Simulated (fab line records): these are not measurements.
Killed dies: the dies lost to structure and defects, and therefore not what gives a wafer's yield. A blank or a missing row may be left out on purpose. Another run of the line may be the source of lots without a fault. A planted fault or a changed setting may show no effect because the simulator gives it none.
Problem report in the 8D (eight disciplines) form, filled by code | flow gf180mcu | the parts of the form that need people (team, actions taken, sign-off) are left out

== 1. WHAT WENT WRONG ==
Mean of developer-temp-C at GF_PASSIVATION_DEVELOP_10: 22.05 C across 6 wafers in 2 lots; on wafers with no fault it is 23.01 C (standard deviation 0.11). That is -8.7 standard deviations from the usual mean.
The step: develop time 60 s.
The first sign was on wafer L210.1 at day 32 14:00, on litho-track-04. The record holds 42 wafers of 14 lots with a number at this step. Rule for "out", or "out of limits": more than 4 standard deviations from the usual mean. Any other wafer with a number is counted as sound.

== 2. WHAT IT IS, WHAT IT ISN'T ==
question                    | is                     | is not
which readings at this step | developer-temp-C       | exhaust-pa
which lots                  | L210, L216             | L205, L206, L207, L208, L218, L219, L220, L221, L223, L226, L227, L228
which wafers of those lots  | all that have a number | -
read on which tools         | litho-track-04         | litho-track-01, litho-track-02
when                        | from day 32 14:00      | up to then (12 sound wafers); but 24 sound wafers of L218, L219, L220, L221, L223, L226, L227, L228 came after

== 3. THE SUSPECTS, EACH WITH WHAT RULES IT OUT ==
Counting: a tool stays on the suspect list if, at a process step up to the reading, it processed all lots that are out and no sound lot following the first of them.
- litho-track-04 at GF_PASSIVATION_DEVELOP_10 (develop time 60 s): ruled out as a lasting fault. Following L210 (day 32 14:00), the first lot on it that is out, the sound lots L227 were run on it.
Left after counting: nothing in the record.

== 4. THE CAUSE (what the simulator had put in) ==
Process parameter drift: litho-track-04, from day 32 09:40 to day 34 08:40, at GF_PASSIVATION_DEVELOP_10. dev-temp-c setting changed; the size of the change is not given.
Counting ruled it out, wrongly.

== 5. THE EFFECT CHAIN, in route order ==
One row per reading whose mean, taken over the struck wafers that have a number, lies over 3 standard deviations from the usual. Only readings for which the record gives a usual standard deviation are gone through. hours: the time from each lot's start at the first step in this table that gives one to its start at this step, as a median over the lots. sigmas: the change in usual standard deviations.
hours | step                      | reading          | usual   | on struck wafers | change | sigmas
0     | GF_PASSIVATION_DEVELOP_10 | developer-temp-C | 23.01 C | 22.05            | -0.96  | -8.7
It contains these process steps:
- GF_PASSIVATION_DEVELOP_10: develop time 60 s.

== 6. WHAT WOULD HAVE CAUGHT IT SOONER ==
4 hours passed between the start of the fault at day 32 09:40 and the first reading out of limits in this record, taken at day 32 14:00.
